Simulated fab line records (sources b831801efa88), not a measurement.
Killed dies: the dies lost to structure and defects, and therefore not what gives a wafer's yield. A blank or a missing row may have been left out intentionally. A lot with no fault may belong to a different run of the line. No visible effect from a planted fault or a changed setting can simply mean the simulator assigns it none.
Struck lot and sound lot, side by side	flow sky130	15 steps out of a route of 708
Sound: the wafers L984.2, L984.3, L984.6. Wafers L997.1, L997.4, L997.6 were the ones struck. The cause is given at the end.
At each step with rows: each side's tool, then ch and its chambers, then its first start. Under that, the readings that differ: sound wafers	struck wafers	difference of the means	sigmas: that difference in standard deviations of wafers without a fault.
alike: a reading whose means differ by less than 2 such deviations, as well as words and numbers matching on both sides. not compared: withheld readings; readings where some wafer has no value; bounds like >300 that might hide an equal value; numbers whose values overlap and for which the record gives no deviation.
The two part at a step that has a row with sigmas, a row that says differs or no value, or rows on one side only. Numbers that don't overlap but have no deviation are shown without sigmas and don't part them. A reading that every wafer of one side lacks parts them only if that side has two wafers or more.

first, 1 step without rows for these wafers: SKY_VIA2_ETCH_15 (etches SiO2 in C4F8/O2/Ar, stops on TiN, target depth 546 nm, time 84 s).
SKY_VIA2_STRIP_16: strips in O2/N2.
  sound on plasma_asher-03 ch 0,1, day 36 07:28; struck on plasma_asher-02 ch 0,1, day 40 10:01
  alike: drypump_motor_current_A, oes_product_au, strip_time_to_endpoint_s
  not compared: rf_hours_counter_h
then, 3 steps without rows for these wafers: SKY_VIA2_STRIP_17 (strips in post etch residue remover, time 1200 s); SKY_VIA2_CLEAN_18 (cleans in IPA, time 180 s); SKY_VIA2_CLEAN_19 (cleans in O3/DIW).
SKY_VIA2_SPUTTER_20: material TiN, target thk 20 nm, time 80 s.
  sound on pvd_sputter-01, day 36 08:03; struck on pvd_sputter-03, day 40 10:36
reading	sound	struck	difference	sigmas
throttle_valve_pct (%)	32.2 28.6 32.1	28.6 29.8 28.9	-1.9	-2
  alike: cathode_dc_power_W, chamber_pressure_pa
SKY_VIA2_CVD_21: deposits W, target thk 420 nm, time 126.4 s.
  sound on cvd_w-01 ch 0,1, day 36 08:07; struck on cvd_w-01 ch 0,1, day 40 10:40
  alike: heater_power_w
SKY_VIA2_RS_MEAS_22: measures by four-point-probe.
  sound on film_metro-02, day 36 08:16; struck on film_metro-03, day 40 10:47
  alike: VIA2_W_RS
SKY_VIA2_THK_MEAS_23: measures by xrf.
  sound on film_metro-02, day 36 08:23; struck on film_metro-03, day 40 10:55
  alike: VIA2_W_THK
then, 1 step without rows for these wafers: SKY_VIA2_CMP_24 (polishes, stops on SiO2, t overpolish 20 s, target thk 0 nm).
SKY_METAL3_SPUTTER_00: material Ti, target thk 15 nm, time 10 s.
  sound on pvd_sputter-04, day 36 08:44; struck on pvd_sputter-04, day 40 11:16
  alike: cathode_dc_power_W, chamber_pressure_pa, throttle_valve_pct
then, 1 step without rows for these wafers: SKY_METAL3_SPUTTER_01 (material TiN, target thk 20 nm, time 16.7 s).
SKY_METAL3_SPUTTER_02: material AlCu, target thk 735 nm, time 39.1 s.
  sound on pvd_sputter-04, day 36 08:46; struck on pvd_sputter-04, day 40 11:19
  no value came back on the struck wafers for cathode_dc_power_W (W), chamber_pressure_pa (Pa), throttle_valve_pct (%); on the sound wafers cathode_dc_power_W (W) reads 10599 10599 10599
SKY_METAL3_SPUTTER_03: material Ti, target thk 5 nm, time 3.3 s.
  sound on pvd_sputter-04, day 36 08:49; struck on pvd_sputter-04, day 40 11:22
  alike: cathode_dc_power_W, chamber_pressure_pa, throttle_valve_pct
-- the record jumps here: 9 days lie between the struck wafers' starts before and after (it left off in module METAL3 and takes up again in module PAD_OPEN, whose first step shown is number 708 of the route) --
SKY_PAD_OPEN_PROBE_99:
  sound on prober-01, day 45 19:59; struck on prober-02, day 49 00:28
reading	sound	struck	difference	sigmas
defect_limited_yield (%)	84.1 83.5 84.6	0 0 0	-84	-44
killed_at_M0_to_M3	43 37 42	452 453 453	+412	+60
killed_dies	78 81 76	492 492 492	+414	+44
killed_on_rim	10 15 11	96 96 96	+84	+23
sort_bin_5_function (%)	7.5 8.7 9.8	93.9 92.5 91.5	+84.0	+52
sort_n_pass	414 411 416	0 0 0	-414	-44
sort_yield_pct (%)	84.1 83.5 84.6	0 0 0	-84	-44
  alike: killed_at_M4_up, killed_at_contacts, killed_at_front_end, killed_at_other, killed_open, killed_short, sort_bin_3_pad_short, sort_bin_6_memory

== WHERE THEY PART ==
At SKY_VIA2_SPUTTER_20 first; at SKY_PAD_OPEN_PROBE_99 last (within this record only).

WHY: what the simulator had put in
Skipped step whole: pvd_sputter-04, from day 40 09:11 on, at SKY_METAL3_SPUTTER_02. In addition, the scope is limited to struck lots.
